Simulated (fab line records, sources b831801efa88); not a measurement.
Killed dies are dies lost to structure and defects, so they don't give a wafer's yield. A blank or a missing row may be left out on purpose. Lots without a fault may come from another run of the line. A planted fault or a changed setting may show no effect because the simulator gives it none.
fab line records | flow gf180mcu
record lots=14 wafers=42 last_day=34
route steps=602 shown MIM@523 V5@542
lots that met no fault: from a run of the same line without faults
start_h: hours from the record's first day to the start of the lot's first wafer shown | wait_h: hours since the lot's step before | " the same as in the row above | L1.1+2: a row that stands for several wafers | - no value, or no start given | * or withheld: withheld | < > ~ a bound
route shown NAME@n: a module of which the file shows steps, and the number in the route of the first | usual: mean/standard deviation of fault-free wafers | same: alike in all rows | chamber/n: place in a boat | sites: the reading at each site | _std_site: their standard deviation | _edge_site: outer sites' mean less inner sites' | radius_mm: how far each site lies from the wafer's centre | mask NAME#n: copy n | behind: the tool/chamber that last shaped the wafer | hold: why the lot was held/for how many hours/how that ended | device: the transistor (n, p or np) that didn't switch | end of line: the same wafers' tests at the end of the route | a step without rows: its recipe alone | killed: dies lost to structure and defects at the first sort, not the wafer's yield | map: a wafer's dies, x killed, . not, _ none there
set.NAME: the setting as run; set.NAME@STEP: as run at that earlier step | model.NAME: the simulator's own value behind a step, which no gauge read
steps of the route over a sample of lots; a table a step, a row a wafer
services: from which hour (start_h, from the record's first day; less than 0 if before it) a tool's chamber was out of use, for how many hours, and why
## steps
# step GF_MIM_STRIP_20
# recipe chemistry=O2/N2 power_w=1400 pressure_mtorr=1500 platen_temp_c=250 o2_flow_sccm=3000 n2_flow_sccm=300 overash_fraction=0.5
# usual drypump_motor_current_A=5.9/0.35 heater_power_w=325/26 oes_product_au=0.691/0.0046 strip_time_to_endpoint_s=11.22/0.042
# columns lot.wafer tool chamber start_h wait_h drypump_motor_current_A heater_power_w oes_product_au rf_hours_counter_h strip_time_to_endpoint_s
L817.2 plasma_asher-04 1 603.27 0.1 5.9 332 0.688 97 11.27
L817.3 " 0 " " 5.8 316 0.687 - 11.23
L817.5 " 1 " " 5.9 335 0.695 - 11.21
L818.1 plasma_asher-02 0 603.98 0.1 6.5 309 0.687 18 11.19
L818.2 " 1 " " 5.6 362 0.690 18 11.25
L818.3 " 1 " " 5.6 363 0.695 - 11.19
L819.2 plasma_asher-04 1 611.71 0.1 5.9 348 0.685 98 11.23
L819.5 " 0 " " 5.9 327 0.696 - 11.24
L819.6 " 1 " " 5.9 334 0.696 - 11.29
L820.1 plasma_asher-04 0 625.25 0.0 5.8 327 0.694 99 11.27
L820.4 " 0 " " 5.8 326 0.686 - 11.25
L820.5 " 0 " " 5.8 322 0.691 - 11.26
L823.2 plasma_asher-04 1 652.05 0.0 5.9 337 0.691 102 11.19
L823.3 " 1 " " 5.9 338 0.688 - 11.18
L823.4 " 0 " " 5.8 329 0.685 - 11.19
L825.1 plasma_asher-02 0 656.46 0.0 6.5 310 0.694 23 11.27
L825.3 " 0 " " 6.5 297 0.694 - 11.26
L825.4 " 1 " " 5.7 360 0.690 - 11.25
L826.1 plasma_asher-04 1 660.69 0.0 5.9 338 0.694 103 11.27
L826.4 " 0 " " 5.8 328 0.691 - 11.22
L826.5 " 0 " " 5.8 321 0.697 - 11.21
L827.1 plasma_asher-02 0 688.61 0.1 6.5 310 0.693 27 11.29
L827.3 " 0 " " 6.5 307 0.685 - 11.29
L827.4 " 1 " " 5.7 362 0.691 - 11.26
L830.1 plasma_asher-01 1 695.61 0.1 5.4 301 0.691 93 11.21
L830.3 " 1 " " 5.4 299 0.691 - 11.23
L830.4 " 0 " " 5.9 273 0.688 - 11.30
L831.1 plasma_asher-02 1 701.30 0.0 5.7 373 0.697 28 11.24
L831.3 " 0 " " 6.5 309 0.683 - 11.20
L831.6 " 1 " " 5.7 360 0.697 - 11.23
L833.3 plasma_asher-04 0 713.08 0.1 5.8 330 0.696 - 11.18
L833.4 " 1 " " 5.9 341 0.694 - 11.20
L833.5 " 1 " " 5.9 343 0.696 - 11.18
L835.3 plasma_asher-02 1 732.59 0.1 5.6 362 0.693 - 11.22
L835.5 " 0 " " 6.5 304 0.690 - 11.18
L835.6 " 1 " " 5.7 359 0.685 - 11.18
L837.1 plasma_asher-02 1 738.30 0.0 5.7 356 0.691 32 11.18
L837.4 " 1 " " 5.7 356 0.686 - 11.20
L837.5 " 0 " " 6.5 304 0.689 - 11.18
L840.1 plasma_asher-02 0 750.09 0.0 6.5 307 0.691 33 11.24
L840.2 " 1 " " 5.7 360 0.691 33 11.20
L840.3 " 1 " " 5.7 361 0.686 - 11.21
# step GF_V5_CVD_02
# recipe material=SiO2 target_thk_nm=1450 precursor=TEOS temp_c=400 time_s=163.28 rf_w=600
# usual heater_power_w=632/110
# columns lot.wafer tool chamber start_h wait_h heater_power_w
L817.2 pecvd-04 1 625.40 0.0 631
L817.3 " 2 " " 583
L817.5 " 2 " " 643
L818.1 pecvd-02 2 625.69 0.1 706
L818.2 " 0 " " 912
L818.3 " 1 " " 484
L819.2 pecvd-02 1 634.64 0.0 537
L819.5 " 2 " " 727
L819.6 " 1 " " 585
L820.1 pecvd-02 2 646.79 0.1 660
L820.4 " 1 " " 458
L820.5 " 0 " " 911
L823.2 pecvd-04 2 673.28 0.0 551
L823.3 " 1 " " 715
L823.4 " 2 " " 622
L825.1 pecvd-02 1 678.51 0.1 540
L825.3 " 0 " " 870
L825.4 " 2 " " 687
L826.1 pecvd-01 2 682.21 0.1 625
L826.4 " 0 " " 711
L826.5 " 2 " " 501
L827.1 pecvd-04 2 708.95 0.1 640
L827.3 " 1 " " 695
L827.4 " 2 " " 526
L830.1 pecvd-01 0 715.25 0.1 629
L830.3 " 2 " " 593
L830.4 " 0 " " 697
L831.1 pecvd-01 2 720.56 0.1 585
L831.3 " 1 " " 527
L831.6 " 1 " " 590
L833.3 pecvd-01 0 732.28 0.0 622
L833.4 " 2 " " 637
L833.5 " 0 " " 701
L835.3 pecvd-01 1 751.17 0.0 522
L835.5 " 1 " " 577
L835.6 " 0 " " 702
L837.1 pecvd-01 1 755.86 0.1 579
L837.4 " 0 " " 560
L837.5 " 2 " " 583
L840.1 pecvd-01 0 768.18 0.1 709
L840.2 " 1 " " 504
L840.3 " 2 " " 535
# step GF_V5_THK_MEAS_03
# recipe reads=SiO2_of_V5_CVD_02
# usual V5_CVD_02_THK=1448/19
# columns lot.wafer tool chamber start_h wait_h V5_CVD_02_THK[nm]
L817.2 film_metro-03 - 625.52 0.1 1463
L817.3 " - " " 1432
L817.5 " - " " 1474
L818.1 film_metro-01 - 625.80 0.1 1441
L818.2 " - " " 1452
L818.3 " - " " 1452
L819.2 film_metro-02 - 634.76 0.1 1424
L819.5 " - " " 1435
L819.6 " - " " 1442
L820.1 film_metro-02 - 646.90 0.1 1412
L820.4 " - " " 1436
L820.5 " - " " 1451
L823.2 film_metro-01 - 673.40 0.1 1433
L823.3 " - " " 1428
L823.4 " - " " 1440
L825.1 film_metro-03 - 678.62 0.1 1422
L825.3 " - " " 1420
L825.4 " - " " 1462
L826.1 film_metro-01 - 682.31 0.1 1421
L826.4 " - " " 1446
L826.5 " - " " 1445
L827.1 film_metro-03 - 709.06 0.1 1447
L827.3 " - " " 1436
L827.4 " - " " 1453
L830.1 film_metro-02 - 715.35 0.1 1462
L830.3 " - " " 1423
L830.4 " - " " 1459
L831.1 film_metro-03 - 720.66 0.1 1416
L831.3 " - " " 1431
L831.6 " - " " 1447
L833.3 film_metro-02 - 732.41 0.1 1440
L833.4 " - " " 1458
L833.5 " - " " 1462
L835.3 film_metro-03 - 751.30 0.1 1437
L835.5 " - " " 1457
L835.6 " - " " 1446
L837.1 film_metro-02 - 755.96 0.1 1434
L837.4 " - " " 1459
L837.5 " - " " 1438
L840.1 film_metro-02 - 768.29 0.1 1467
L840.2 " - " " 1489
L840.3 " - " " 1461
# step GF_V5_ETCH_16
# recipe chemistry=N2/H2 target_depth_a=withheld overetch_a=withheld time_s=withheld target=BARC ion_energy_ev=200 source_w=500 bias_w=100 pressure_mtorr=30 n2_flow_sccm=100 h2_flow_sccm=200
# usual bias_w=100.0/0.31 chamber_pressure_mTorr=30.005/0.027 drypump_motor_current_A=5.6/0.38 h2_flow_sccm=200.0/0.69 oes_product_au=0.855/0.0048 throttle_valve_pct=13.224/0.0094
# columns lot.wafer tool chamber start_h wait_h bias_w chamber_pressure_mTorr drypump_motor_current_A h2_flow_sccm oes_product_au throttle_valve_pct
L817.2 rie_diel-01 0 646.04 0.0 100.1 29.968 5.6 199.6 0.864 13.213
L817.3 " 1 " " 99.9 29.980 5.6 200.2 0.855 13.210
L817.5 " 2 " " 100.1 30.025 5.2 200.1 0.864 13.233
L818.1 rie_diel-02 2 646.99 0.0 99.5 30.007 4.9 200.6 0.863 13.213
L818.2 " 3 " " 100.4 30.007 5.5 199.9 0.852 13.222
L818.3 " 1 " " 99.9 30.025 5.6 199.3 0.866 13.222
L819.2 rie_diel-02 1 655.23 0.0 99.9 29.983 5.6 199.4 0.862 13.197
L819.5 " 0 " " 100.4 30.019 5.9 199.3 0.856 13.227
L819.6 " 1 " " 99.9 30.040 5.7 199.8 0.856 13.214
L820.1 rie_diel-04 3 666.94 0.0 101.0 29.954 5.3 198.4 0.852 13.220
L820.4 " 3 " " 100.2 30.021 5.2 199.3 0.858 13.233
L820.5 " 1 " " 100.2 29.981 6.2 201.0 0.857 13.230
L823.2 rie_diel-04 3 693.03 0.0 99.8 30.044 5.3 199.6 0.858 13.226
L823.3 " 2 " " 100.3 30.015 5.0 200.9 0.857 13.222
L823.4 " 1 " " 100.3 30.018 6.1 198.9 0.851 13.225
L825.1 rie_diel-01 0 698.64 0.0 - - - - - -
L825.3 " 3 " " - - - - - -
L825.4 " 3 " " - - - - - -
L826.1 rie_diel-04 2 701.73 0.0 - - - - - -
L826.4 " 0 " " - - - - - -
L826.5 " 3 " " - - - - - -
L827.1 rie_diel-04 2 726.88 0.0 100.3 29.994 4.9 199.6 0.853 13.227
L827.3 " 3 " " 100.0 29.991 5.3 199.3 0.850 13.250
L827.4 " 1 " " 99.8 30.009 6.1 200.7 0.852 13.228
L830.1 rie_diel-02 1 734.03 0.0 100.0 29.987 5.6 199.3 0.850 13.220
L830.3 " 2 " " 99.6 29.978 4.9 200.6 0.848 13.258
L830.4 " 3 " " 100.1 30.035 5.5 200.0 0.853 13.216
L831.1 rie_diel-01 3 738.99 0.0 100.4 30.025 5.5 199.7 0.851 13.227
L831.3 " 1 " " 100.0 29.978 5.6 199.3 0.857 13.219
L831.6 " 3 " " 99.7 29.967 5.5 199.1 0.857 13.226
L833.3 rie_diel-04 0 750.28 0.0 100.0 29.976 6.0 201.2 0.859 13.215
L833.4 " 1 " " 100.2 30.050 6.1 200.6 0.862 13.221
L833.5 " 1 " " 100.1 30.041 6.1 200.1 0.855 13.217
L835.3 rie_diel-01 3 768.69 0.0 100.0 30.016 5.5 199.9 0.858 13.217
L835.5 " 0 " " 100.2 30.012 5.6 198.7 0.862 13.211
L835.6 " 1 " " 99.4 29.986 5.6 200.1 0.864 13.227
L837.1 rie_diel-04 1 773.21 0.0 99.6 29.973 6.1 201.1 0.847 13.230
L837.4 " 3 " " 99.8 30.017 5.2 199.9 0.852 13.222
L837.5 " 0 " " 100.2 30.005 6.1 200.6 0.855 13.221
L840.1 rie_diel-02 0 785.14 0.0 100.0 30.018 5.9 199.8 0.851 13.239
L840.2 " 1 " " 99.6 29.948 5.6 199.9 0.859 13.218
L840.3 " 3 " " 100.1 29.982 5.5 200.2 0.854 13.215
# step GF_V5_ETCH_17
# recipe chemistry=C4F8/O2/Ar mask_material=KrF target=SiO2 stop_on=TiN source_w=1500 bias_w=1200 pressure_mtorr=40 c4f8_flow_sccm=withheld O2_flow_sccm=6 Ar_flow_sccm=300 time_s=withheld target_depth_a=8550
# usual bias_w=1200/3.7 chamber_pressure_mTorr=40.00/0.039 oes_product_au=0.859/0.0048
# columns lot.wafer tool chamber start_h wait_h bias_w chamber_pressure_mTorr oes_product_au
L817.2 rie_diel-01 0 - - 1202 40.03 0.855
L817.3 " 1 " " 1194 40.04 0.865
L817.5 " 2 " " 1197 39.98 0.858
L818.1 rie_diel-02 2 - - 1198 40.00 0.861
L818.2 " 3 " " 1202 40.03 0.864
L818.3 " 1 " " 1199 39.98 0.864
L819.2 rie_diel-02 1 - - 1201 40.04 0.858
L819.5 " 0 " " 1200 40.00 0.869
L819.6 " 1 " " 1205 40.02 0.865
L820.1 rie_diel-04 3 - - 1200 40.01 0.863
L820.4 " 3 " " 1201 39.92 0.851
L820.5 " 1 " " 1205 39.98 0.852
L823.2 rie_diel-04 3 - - 1197 40.03 0.867
L823.3 " 2 " " 1200 39.99 0.860
L823.4 " 1 " " 1197 40.03 0.862
L825.1 rie_diel-01 0 - - 1207 40.04 0.379
L825.3 " 3 " " 1198 39.99 0.379
L825.4 " 3 " " 1199 39.96 0.379
L826.1 rie_diel-04 2 - - 1202 40.00 0.370
L826.4 " 0 " " 1201 40.02 0.372
L826.5 " 3 " " 1204 40.04 0.378
L827.1 rie_diel-04 2 - - 1200 39.98 0.859
L827.3 " 3 " " 1201 39.97 0.856
L827.4 " 1 " " 1207 39.93 0.865
L830.1 rie_diel-02 1 - - 1202 40.03 0.863
L830.3 " 2 " " 1206 40.01 0.852
L830.4 " 3 " " 1204 40.01 0.859
L831.1 rie_diel-01 3 - - 1200 40.02 0.860
L831.3 " 1 " " 1200 39.96 0.857
L831.6 " 3 " " 1199 39.99 0.844
L833.3 rie_diel-04 0 - - 1208 39.97 0.860
L833.4 " 1 " " 1200 40.00 0.861
L833.5 " 1 " " 1197 40.02 0.858
L835.3 rie_diel-01 3 - - 1201 39.97 0.859
L835.5 " 0 " " 1206 40.03 0.868
L835.6 " 1 " " 1203 39.99 0.857
L837.1 rie_diel-04 1 - - 1195 40.00 0.864
L837.4 " 3 " " 1201 40.02 0.858
L837.5 " 0 " " 1201 39.96 0.852
L840.1 rie_diel-02 0 - - 1203 40.00 0.860
L840.2 " 1 " " 1199 40.01 0.861
L840.3 " 3 " " 1198 39.99 0.859
# step GF_V5_STRIP_18
# recipe chemistry=O2/N2 power_w=1400 pressure_mtorr=1500 platen_temp_c=250 o2_flow_sccm=3000 n2_flow_sccm=300 overash_fraction=0.5
# usual drypump_motor_current_A=5.9/0.41 heater_power_w=335/20 oes_product_au=0.569/0.0053
# columns lot.wafer tool chamber start_h wait_h drypump_motor_current_A heater_power_w oes_product_au rf_hours_counter_h
L817.2 plasma_asher-04 1 646.20 - 5.9 339 0.571 101
L817.3 " 0 " " 5.8 331 0.567 -
L817.5 " 0 " " 5.8 322 0.569 -
L818.1 plasma_asher-04 1 647.15 - 5.9 337 0.574 101
L818.2 " 0 " " 5.8 328 0.571 101
L818.3 " 1 " " 5.9 338 0.566 -
L819.2 plasma_asher-02 0 655.39 - 6.5 309 0.566 23
L819.5 " 0 " " 6.5 305 0.562 -
L819.6 " 1 " " 5.7 353 0.571 -
L820.1 plasma_asher-04 1 667.09 - 5.9 337 0.574 103
L820.4 " 1 " " 5.9 328 0.572 -
L820.5 " 0 " " 5.8 321 0.569 -
L823.2 plasma_asher-02 0 693.19 - 6.6 309 0.571 27
L823.3 " 0 " " 6.6 308 0.571 -
L823.4 " 1 " " 5.7 362 0.573 -
L825.1 plasma_asher-03 1 698.79 - 5.2 324 0.586 59
L825.3 " 0 " " 6.3 363 0.587 -
L825.4 " 1 " " 5.2 329 0.575 -
L826.1 plasma_asher-02 0 701.89 - 6.5 311 0.581 28
L826.4 " 1 " " 5.6 366 0.586 -
L826.5 " 0 " " 6.5 304 0.585 -
L827.1 plasma_asher-04 1 727.04 - 5.9 335 0.569 110
L827.3 " 1 " " 5.9 343 0.572 -
L827.4 " 0 " " 5.8 324 0.571 -
L830.1 plasma_asher-03 0 734.19 - 6.2 357 0.575 62
L830.3 " 0 " " 6.2 356 0.570 -
L830.4 " 1 " " 5.2 336 0.560 -
L831.1 plasma_asher-02 1 739.14 - 5.7 358 0.565 32
L831.3 " 1 " " 5.7 360 0.565 -
L831.6 " 0 " " 6.5 307 0.568 -
L833.3 plasma_asher-03 0 750.47 - 6.3 350 0.577 -
L833.4 " 1 " " 5.2 329 0.567 -
L833.5 " 1 " " 5.2 339 0.575 -
L835.3 plasma_asher-03 1 768.88 - 5.2 337 0.561 -
L835.5 " 0 " " 6.3 354 0.566 -
L835.6 " 1 " " 5.2 328 0.563 -
L837.1 plasma_asher-03 1 773.36 - 5.2 331 0.570 66
L837.4 " 0 " " 6.2 369 0.569 -
L837.5 " 1 " " 5.2 331 0.574 -
L840.1 plasma_asher-02 0 785.29 - 6.5 309 0.574 36
L840.2 " 1 " " 5.7 351 0.560 36
L840.3 " 1 " " 5.7 359 0.566 -
## services
# columns tool chamber start_h hours kind
plasma_asher-03 - 586.66 3.5 repair
pecvd-02 - 591.12 14.0 pm
rie_diel-04 1 600.68 3.8 repair
pecvd-01 - 601.62 6.0 pm
rie_diel-04 1 609.56 3.6 repair
rie_diel-04 0 619.81 4.6 repair
rie_diel-04 0 648.04 29.1 repair
rie_diel-04 2 649.18 3.7 repair
pecvd-02 - 655.88 1.7 repair
plasma_asher-04 - 684.16 1.7 repair
rie_diel-02 1 689.73 - clean
rie_diel-02 1 689.73 18.5 scheduled_down
rie_diel-01 2 695.63 54.9 repair
plasma_asher-02 - 717.71 3.1 repair
pecvd-02 2 724.59 22.9 repair
plasma_asher-04 - 731.35 0.7 repair
rie_diel-02 0 731.37 2.7 repair
plasma_asher-04 - 733.75 9.0 pm
plasma_asher-04 0 733.75 9.0 vent_cycle
plasma_asher-04 1 733.75 9.0 vent_cycle
plasma_asher-04 0 742.75 - clean
plasma_asher-04 1 742.75 - clean
rie_diel-02 2 765.24 13.3 repair
rie_diel-04 - 779.90 1.1 repair
## key
first_sign step=GF_V5_ETCH_16 reading=tool_record direction=missing
effect step=GF_V5_ETCH_17 reading=oes_product_au direction=down sigmas=99+ usual=0.859 struck=0.376
effect step=GF_V5_STRIP_18 reading=oes_product_au direction=up sigmas=2.7 usual=0.569 struck=0.583
met_at GF_V5_ETCH_16
struck_lots L825,L826
later_rows_left_out L825.1,L825.3,L825.4,L826.1,L826.4,L826.5
sort_left_out L825.1,L825.3,L825.4,L826.1,L826.4,L826.5
not_acting_at GF_MIM_STRIP_20,GF_V5_CVD_02,GF_V5_THK_MEAS_03
onset_between 693.03 698.64
fault kind=skipped_step_whole tool=rie_diel-01,rie_diel-04 chamber=- onset_h=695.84 steps=GF_V5_ETCH_16 scope=struck_lots_only
# sort_left_out: the simulated sort isn't trusted on such a fault, so these wafers' sort isn't shown, and their yield isn't known
# later_rows_left_out: the simulator's readings of these wafers behind a module that went badly wrong aren't trusted and aren't shown, but for the sort
